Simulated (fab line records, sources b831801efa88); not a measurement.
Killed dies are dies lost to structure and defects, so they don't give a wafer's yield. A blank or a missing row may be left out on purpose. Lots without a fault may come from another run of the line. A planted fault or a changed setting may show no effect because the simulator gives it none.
Which tool did it? | flow gf180mcu | 14 lots, 42 wafers sampled, at 2 steps of a route of 602

WHAT THE GAUGES READ, wafer by wafer
GF_VT_IMPLANT_RS_MEAS_46: measures by four-point-probe.
lot  | measured     | on            | MVSD_RS (ohm/sq)
L167 | day 7 15:02  | film_metro-01 | 457.2 457.1 455.8
L168 | day 7 19:13  | film_metro-01 | 456.7 457.5 457.1
L169 | day 8 01:10  | film_metro-04 | 456.2 456.0 456.4
L170 | day 8 07:40  | film_metro-01 | 455.5 455.6 456.1
L171 | day 8 15:17  | film_metro-03 | 456.9 455.9 456.0
L172 | day 8 21:39  | film_metro-04 | 456.9 456.6 455.8
L173 | day 9 05:40  | film_metro-01 | 454.6 456.8 455.6
L174 | day 9 10:17  | film_metro-01 | 455.9 455.6 456.9
L175 | day 9 19:43  | film_metro-04 | 454.8 455.8 455.4
L183 | day 12 03:07 | film_metro-04 | 457.5 458.3 458.8
L184 | day 12 05:16 | film_metro-04 | 456.7 457.9 457.5
L188 | day 13 13:13 | film_metro-01 | 456.3 455.5 456.6
L189 | day 13 19:56 | film_metro-03 | 456.0 455.4 455.5
L190 | day 14 05:21 | film_metro-04 | 458.2 457.1 457.7

GF_VT_IMPLANT_RS_MEAS_47: measures by four-point-probe.
lot  | measured     | on            | NWELL_RS (ohm/sq)
L167 | day 7 15:09  | film_metro-01 | 486.7 486.7 487.2
L168 | day 7 19:20  | film_metro-01 | 488.1 488.6 489.1
L169 | day 8 01:17  | film_metro-04 | 487.4 487.9 486.4
L170 | day 8 07:47  | film_metro-01 | 486.5 485.8 486.3
L171 | day 8 15:25  | film_metro-03 | 485.5 486.5 487.3
L172 | day 8 21:46  | film_metro-04 | 487.6 486.8 488.0
L173 | day 9 05:47  | film_metro-01 | 486.7 486.6 487.1
L174 | day 9 10:24  | film_metro-01 | 485.2 486.7 486.2
L175 | day 9 19:50  | film_metro-04 | 488.0 487.5 488.4
L183 | day 12 03:14 | film_metro-04 | 490.3 488.3 487.5
L184 | day 12 05:23 | film_metro-04 | 487.1 488.4 487.8
L188 | day 13 13:20 | film_metro-01 | 487.5 487.3 490.1
L189 | day 13 20:03 | film_metro-03 | 486.2 486.7 486.0
L190 | day 14 05:28 | film_metro-04 | 487.9 488.6 487.9

WHICH TOOL RAN EACH LOT (tool, then ch and the chambers of the sampled wafers, then the start)
The record holds no process step before these readings.

WHAT THE TOOLS THEMSELVES READ (means of the sampled wafers that have a number; where no wafer has one, the mark that the record gives instead)
The record holds no such reading with a usual standard deviation.

THE ANSWER, worked out from the rows above alone
Rule: what is usual is taken from the lots themselves. Put in order of their means at a reading, lots are off if they are a third of the lots or fewer, leave a main group of 4 or more, and stand apart from it by a gap of 3 or more times the standard deviation of the main group's means; of several such gaps the widest counts. A main group whose means are all the same, to the digits that the tables above print for the reading, isn't used. A lot without any number at a reading at which 4 lots or more have one is off too. The other lots that the step has rows for count as sound. The gauges are gone through in route order, then the tools' own readings, and for those a lot's mean is taken as printed above. The first step at which some lot is off is used, and at that step the reading that is off furthest; a lot without a number counts as furthest.
No lot is off at any reading shown: from this, nothing can be told.

WHAT THE SIMULATOR HAD PUT IN
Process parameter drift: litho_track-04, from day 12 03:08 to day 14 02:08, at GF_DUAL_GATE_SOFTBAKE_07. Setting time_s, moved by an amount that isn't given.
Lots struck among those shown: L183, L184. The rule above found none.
